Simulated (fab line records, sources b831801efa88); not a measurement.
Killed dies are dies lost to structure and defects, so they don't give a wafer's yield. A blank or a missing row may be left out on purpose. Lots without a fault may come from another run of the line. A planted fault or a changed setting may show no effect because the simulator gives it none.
Problem report in the 8D (eight disciplines) form, filled by code | flow gf180mcu | the parts of the form that need people (team, actions taken, sign-off) are left out

1. THE PROBLEM
STI_CVD_23_THK at GF_STI_THK_MEAS_24 reads a mean of 593 nm on 3 wafers of 2 lots; wafers without a fault read 648 nm with a standard deviation of 5.7. That is -9.7 standard deviations from the usual mean.
First seen on wafer L430.6, day 3 20:37, on film_metro-03. The record holds 36 wafers of 12 lots with a number at this step. Rule for "out", or "out of limits": more than 4 standard deviations from the usual mean. The other wafers with a number count as sound.

2. WHAT IT IS AND WHAT IT IS NOT
question                    | is                           | is not
which readings at this step | STI_CVD_23_THK               | -
which lots                  | L430, L431                   | L422, L423, L424, L425, L426, L436, L441, L442, L443, L445
which wafers of those lots  | L430.6, L431.2, L431.5       | L430.3, L430.5, L431.6
read on which gauges        | film_metro-01, film_metro-03 | film_metro-02
when                        | from day 3 20:37             | up to then (17 sound wafers); but 16 sound wafers of L431, L436, L441, L442, L443, L445 came after

3. SUSPECTS, AND WHAT RULES EACH OUT
Counting: a tool at a process step up to the reading stays a suspect if it ran every lot that is out. Sound lots after the first of them don't rule it out here, since some wafers of a struck lot are sound.
- the gauge at GF_STI_THK_MEAS_24: ruled out. The wafers that are out were read on 2 gauges (film_metro-01, film_metro-03).
- hdpcvd-02 at GF_STI_CVD_23 (deposits SiO2, target thk 650 nm, time 108.3 s): kept. It ran every lot that is out, first L430 (day 3 20:31); its last sound lot up to then is L425 (day 2 18:59).
Left after counting: hdpcvd-02 at GF_STI_CVD_23.

4. THE CAUSE (what the simulator had put in)
Process parameter drift: hdpcvd-02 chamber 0, from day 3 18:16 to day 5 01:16, at GF_STI_CVD_23. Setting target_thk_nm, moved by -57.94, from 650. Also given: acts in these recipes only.
Counting left only this tool.

5. THE CHAIN OF EFFECTS, in route order
Each row: a reading whose mean over the struck wafers that have a number lies more than 3 standard deviations from the usual. Only readings for which the record gives a usual standard deviation are gone through. hours: the time from each lot's start at the first step in this table that gives one to its start at this step, as a median over the lots. sigmas: the change in usual standard deviations.
hours | step               | reading        | usual  | on struck wafers | change | sigmas
0     | GF_STI_THK_MEAS_24 | STI_CVD_23_THK | 648 nm | 593              | -55    | -9.7
Later measuring or inspecting steps at which every struck wafer that the step has a row for has a number for every such reading, and none has moved that far: GF_DUAL_GATE_OVL_MEAS_11, GF_POLY_GATE_THK_MEAS_01.

6. WHAT WOULD HAVE CAUGHT IT SOONER
In this record the first reading out of limits at a measuring or inspecting step was taken at day 3 20:37, 2 hours after the fault began at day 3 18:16.
Of the lots that are out (2), L431 began GF_STI_CVD_23 on hdpcvd-02 after day 3 20:37. A hold on the tool at that time would have spared it.
